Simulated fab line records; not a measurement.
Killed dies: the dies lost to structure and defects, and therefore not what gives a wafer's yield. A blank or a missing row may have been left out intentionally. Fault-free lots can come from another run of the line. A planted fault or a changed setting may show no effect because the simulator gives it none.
What tool caused it? ; flow sky130 ; 6 lots with 18 wafers sampled at 4 steps, on a route of 708 steps

== WHAT THE GAUGES SHOWED, per wafer ==
SKY_SONOS_ONO_THK_MEAS_03.
lot;measured;on;SONOS_ONO_CVD_02_THK (nm)
L962;day 12 00:05;filmMetro-03;10.79 10.67 10.69
L964;day 12 15:30;filmMetro-04;10.44 10.56 10.42
L966;day 13 05:24;filmMetro-01;10.36 10.43 10.37
L975;day 16 05:30;filmMetro-03;10.58 10.45 10.60
L979;day 17 18:49;filmMetro-01;10.45 10.41 10.31
L983;day 19 08:29;filmMetro-04;10.43 10.48 10.61

== WHAT TOOL EACH LOT RAN ON (gives the tool, then ch and the chambers of the sampled wafers, and finally the start) ==
lot;SKY_VT_ADJUST_LVTN_STRIP_09;SKY_VT_ADJUST_LVTN_IMPLANT_19;SKY_VT_ADJUST_LVTN_STRIP_20
L962;plasmaAsher-01 ch 0,1, day 7 07:38;implanter-02 ch 0, day 8 03:12;plasmaAsher-02 ch 0,1, day 8 03:18
L964;plasmaAsher-04 ch 0,1, day 7 17:49;implanter-03 ch 0, day 8 13:34;plasmaAsher-01 ch 0,1, day 8 13:43
L966;plasmaAsher-02 ch 0,1, day 8 06:49;implanter-02 ch 0, day 9 03:33;plasmaAsher-01 ch 0, day 9 03:40
L975;plasmaAsher-02 ch 0,1, day 10 18:10;implanter-02 ch 0, day 11 17:50;plasmaAsher-04 ch 0,1, day 11 17:58
L979;plasmaAsher-04 ch 0,1, day 12 00:22;implanter-03 ch 0, day 13 00:40;plasmaAsher-01 ch 0,1, day 13 00:49
L983;plasmaAsher-04 ch 0,1, day 13 07:49;implanter-02 ch 0, day 14 09:28;plasmaAsher-01 ch 0,1, day 14 09:37
- SKY_VT_ADJUST_LVTN_STRIP_09: strips in O2/N2.
- SKY_VT_ADJUST_LVTN_IMPLANT_19
- SKY_VT_ADJUST_LVTN_STRIP_20: strips in O2/N2.

== THE ANSWER, worked out from the rows above alone ==
Rule: what is usual is taken from the lots themselves. Put in order of their means at a reading, lots are off if they are a third of the lots or fewer, leave a main group of 4 or more, and stand apart from it by a gap of 3 or more times the standard deviation of the main group's means; of several such gaps the widest counts. Not used: any main group whose means are identical at the precision the tables above print for the reading. Also off: a lot with no number at a reading for which 4 or more lots have one. Any other lot the step has rows for is counted as sound.
None of the lots is off at any reading shown; this tells nothing.

== WHAT THE SIMULATOR PUT IN ==
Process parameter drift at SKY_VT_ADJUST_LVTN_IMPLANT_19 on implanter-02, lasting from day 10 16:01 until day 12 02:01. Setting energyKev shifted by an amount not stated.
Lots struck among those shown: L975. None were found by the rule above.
